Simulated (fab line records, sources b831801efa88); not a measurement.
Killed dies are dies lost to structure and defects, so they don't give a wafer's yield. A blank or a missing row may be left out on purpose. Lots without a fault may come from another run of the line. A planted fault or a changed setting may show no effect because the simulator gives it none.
Chamber matching | flow gf180mcu | GF_V5_CMP_04 on cmp-01: 4 sister chambers
The step polishes SiO2. 7 wafers are shown with their chamber, then 7 later ones without.

WAFERS WITH THEIR CHAMBER
wafer  | chamber | motor_current_A (A)
L544.6 | 3       | 13.7
L554.2 | 2       | 12.7
L554.4 | 1       | 11.1
L555.1 | 2       | 13.6
L555.6 | 0       | 11.4
L560.2 | 0       | 11.3
L560.4 | 1       | 11.8

WAFERS WITHOUT THEIR CHAMBER
wafer  | motor_current_A (A)
L560.5 | 13.3
L563.1 | 11.5
L563.4 | 13.4
L563.5 | 13.1
L565.2 | 11.4
L565.3 | 13.8
L565.6 | 11.0

WHICH CHAMBER EACH WENT THROUGH
wafer  | from the rows above     | in truth
L560.5 | can't be placed: 2 or 3 | 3
L563.1 | can't be placed: 1 or 0 | 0
L563.4 | can't be placed: 2 or 3 | 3
L563.5 | can't be placed: 2 or 3 | 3
L565.2 | can't be placed: 0 or 1 | 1
L565.3 | can't be placed: 3 or 2 | 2
L565.6 | can't be placed: 0 or 1 | 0
Placed correctly: 0 of 7. Can't be placed from these rows: 7 (the true chamber is among the candidates in 7). Placed wrongly: 0.
How it was worked out, from the rows above alone: a wafer's distance from a chamber is the root of the sum, over the readings, of the square of ((its reading less the chamber's mean) divided by the reading's scatter). The wafer belongs to the nearest chamber; if the next one is less than 2 further off, it can't be placed. A chamber's mean is the mean of its shown wafers. The scatter: the root of (the sum of the squares of (reading less its chamber's mean) over the shown wafers, divided by (wafers less chambers)).
